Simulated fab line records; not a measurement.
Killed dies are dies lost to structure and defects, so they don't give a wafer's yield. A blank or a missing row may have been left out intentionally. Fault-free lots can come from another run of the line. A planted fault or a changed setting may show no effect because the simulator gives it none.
The tool behind it: which one?    flow gf180mcu    24 lots, 72 wafers sampled, at 3 steps of a route of 602

== WHAT THE GAUGES READ, wafer by wafer ==
GF_M1_OVL_MEAS_15.
lot   measured      on          M1_OVL (nm)
L074  day 18 01:02  overlay-01  -6 0 -1
L075  day 18 07:18  overlay-01  1 4 -4
L076  day 18 17:14  overlay-02  -5 -8 -4
L077  day 19 01:55  overlay-01  -16 -16 -23
L078  day 19 08:05  overlay-01  -19 -16 -17
L079  day 20 00:01  overlay-02  -4 4 -3
L080  day 20 04:18  overlay-02  3 6 9
L081  day 20 11:28  overlay-01  -10 7 0
L082  day 21 00:33  overlay-02  4 -6 -15
L083  day 21 07:37  overlay-02  2 3 -11
L084  day 21 10:17  overlay-01  -4 9 1
L085  day 22 04:30  overlay-02  -11 2 7
L086  day 22 10:52  overlay-02  10 0 -3
L087  day 22 17:19  overlay-02  8 -6 -9
L088  day 23 02:14  overlay-01  -7 -6 -8
L089  day 23 11:16  overlay-02  -12 -11 -15
L090  day 23 17:53  overlay-01  5 -11 1
L091  day 24 01:19  overlay-02  -15 -9 -13
L092  day 24 10:16  overlay-02  7 -10 6
L093  day 24 17:15  overlay-02  -2 -2 2
L094  day 24 20:33  overlay-02  -5 -5 -2
L095  day 25 04:13  overlay-01  5 -1 -12
L096  day 25 11:43  overlay-01  -12 -5 2
L097  day 25 19:43  overlay-01  7 -5 -6

GF_V2_THK_MEAS_01.
lot   measured      on             V2_CVD_00_THK (nm)
L074  day 20 05:59  film-metro-03  601 603 602
L075  day 20 12:07  film-metro-03  598 594 601
L076  day 20 22:37  film-metro-03  595 603 599
L077  day 21 06:52  film-metro-02  594 597 597
L078  day 21 13:29  film-metro-03  589 606 593
L079  day 22 05:04  film-metro-03  603 603 597
L080  day 22 08:53  film-metro-02  609 611 610
L081  day 22 17:02  film-metro-03  605 600 602
L082  day 23 04:34  film-metro-04  607 596 597
L083  day 23 11:04  film-metro-03  605 600 609
L084  day 23 14:43  film-metro-04  593 608 595
L085  day 24 06:29  film-metro-04  606 582 600
L086  day 24 13:41  film-metro-04  613 604 595
L087  day 24 19:40  film-metro-02  597 596 598
L088  day 25 03:54  film-metro-04  603 599 592
L089  day 25 12:56  film-metro-03  596 592 598
L090  day 25 18:38  film-metro-04  609 609 608
L091  day 26 01:43  film-metro-02  614 613 605
L092  day 26 10:14  film-metro-03  596 598 606
L093  day 26 16:37  film-metro-04  595 601 603
L094  day 26 19:55  film-metro-03  598 601 598
L095  day 27 02:49  film-metro-02  595 593 595
L096  day 27 10:25  film-metro-02  593 610 602
L097  day 27 17:07  film-metro-04  602 603 605

GF_V2_CD_MEAS_14 targets a cd of 260 nm.
lot   measured      on         cd-nm (nm)
L074  day 21 08:08  cd-sem-02  260.1 260.5 259.5
L075  day 21 12:53  cd-sem-01  259.3 258.6 258.5
L076  day 21 23:46  cd-sem-01  258.1 257.7 256.9
L077  day 22 07:33  cd-sem-01  259.8 259.3 259.1
L078  day 22 14:29  cd-sem-01  258.4 261.4 262.4
L079  day 23 05:29  cd-sem-01  258.8 260.2 259.3
L080  day 23 09:33  cd-sem-01  262.1 262.9 261.9
L081  day 23 17:16  cd-sem-01  261.0 261.2 261.4
L082  day 24 04:20  cd-sem-02  260.7 261.6 261.2
L083  day 24 10:59  cd-sem-01  260.7 260.3 259.2
L084  day 24 14:20  cd-sem-02  261.5 262.2 262.6
L085  day 25 06:20  cd-sem-02  258.8 259.1 259.4
L086  day 25 12:41  cd-sem-01  261.1 261.5 260.3
L087  day 25 18:23  cd-sem-01  261.3 259.8 262.2
L088  day 26 01:57  cd-sem-02  259.9 259.8 258.4
L089  day 26 10:48  cd-sem-02  262.0 262.6 262.4
L090  day 26 16:55  cd-sem-02  259.7 258.7 260.5
L091  day 26 23:32  cd-sem-01  257.6 259.0 258.4
L092  day 27 07:41  cd-sem-02  260.8 261.5 262.0
L093  day 27 13:13  cd-sem-01  260.6 260.9 260.1
L094  day 27 16:08  cd-sem-02  262.3 262.9 262.6
L095  day 27 23:05  cd-sem-01  258.5 258.5 258.9
L096  day 28 07:47  cd-sem-01  262.9 261.6 260.3
L097  day 28 13:53  cd-sem-01  260.5 260.4 260.0

== TOOL THAT RAN EACH LOT (tool first, then ch and the chambers of the sampled wafers, then the start) ==
Record: no process step prior to these readings.

== AS READ BY THE TOOLS THEMSELVES (means over the sampled wafers that have a number; for cases with no such wafer, the mark the record gives instead) ==
The record holds no such reading with a usual standard deviation.

== THE ANSWER, worked out from the rows above alone ==
Rule: what is usual is taken from the lots themselves. Put in order of their means at a reading, lots are off if they are a third of the lots or fewer, leave a main group of 4 or more, and stand apart from it by a gap of 3 or more times the standard deviation of the main group's means; of several such gaps the widest counts. Not used: any main group whose means are identical at the precision the tables above print for the reading. Also off: a lot with no number at a reading for which 4 or more lots have one. The other lots that the step has rows for count as sound. After the gauges, taken in route order, come the tools' own readings; for these a lot's mean is taken, as printed above. At the first step where some lot is off, the reading lying furthest off is the one used; lots without a number count as furthest.
None of the lots is off at any reading shown; this tells nothing.

== WHAT HAD BEEN PUT IN BY THE SIMULATOR ==
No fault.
